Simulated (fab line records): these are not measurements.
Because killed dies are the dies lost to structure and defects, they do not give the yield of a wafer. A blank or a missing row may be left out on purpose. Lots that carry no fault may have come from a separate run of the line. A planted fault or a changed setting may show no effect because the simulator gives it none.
Matching of chambers | flow gf180mcu | GF_V2_CVD_02 on pecvd-02: 3 sister chambers
The step deposits SiO2 from TEOS, target thk 850 nm, time 94.851 s. 18 wafers are shown with their chamber, then 9 later ones without.

== EACH WAFER AND ITS CHAMBER ==
wafer  | chamber | heater_power_w (W)
L074.1 | 1       | 604
L074.4 | 2       | 660
L074.5 | 0       | 781
L083.1 | 0       | 683
L083.2 | 2       | 794
L083.4 | 1       | 544
L084.1 | 2       | 802
L084.2 | 0       | 805
L084.6 | 0       | 810
L086.1 | 0       | 785
L086.3 | 1       | 666
L086.6 | 2       | 645
L087.1 | 2       | 715
L087.4 | 0       | 808
L087.5 | 1       | 533
L092.1 | 0       | 721
L092.2 | 2       | 775
L092.5 | 2       | 783

SIGNATURES (averages over the wafers above)
reading        | chamber 0 | chamber 1 | chamber 2 | scatter within a chamber
heater_power_w | 770.43    | 586.75    | 739.14    | 58.7
Rule: a wafer's distance from a chamber is the root of the sum, over the readings, of the square of ((its reading less the chamber's mean) divided by the reading's scatter). The wafer belongs to the nearest chamber; if the next one is less than 2 further off, it can't be placed. The scatter: the root of (the sum of the squares of (reading less its chamber's mean) over the shown wafers, divided by (wafers less chambers)).

== WAFERS WITHOUT THEIR CHAMBER ==
wafer  | heater_power_w (W)
L093.1 | 799
L093.4 | 535
L093.6 | 632
L095.1 | 599
L095.3 | 673
L095.4 | 650
L096.1 | 592
L096.2 | 665
L096.4 | 767

== CHAMBER TAKEN BY EACH ==
wafer  | from the rows above          | in truth
L093.1 | can't be placed: 0 or 2      | 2
L093.4 | 1                            | 1
L093.6 | can't be placed: 1 or 2 or 0 | 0
L095.1 | 1                            | 1
L095.3 | can't be placed: 2 or 1 or 0 | 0
L095.4 | can't be placed: 1 or 2 or 0 | 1
L096.1 | 1                            | 1
L096.2 | can't be placed: 2 or 1 or 0 | 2
L096.4 | can't be placed: 0 or 2      | 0
3 of 9 placed correctly. Cannot be placed on the basis of these rows: 6; the candidates contain the true chamber in 6. Wrongly placed: 0.
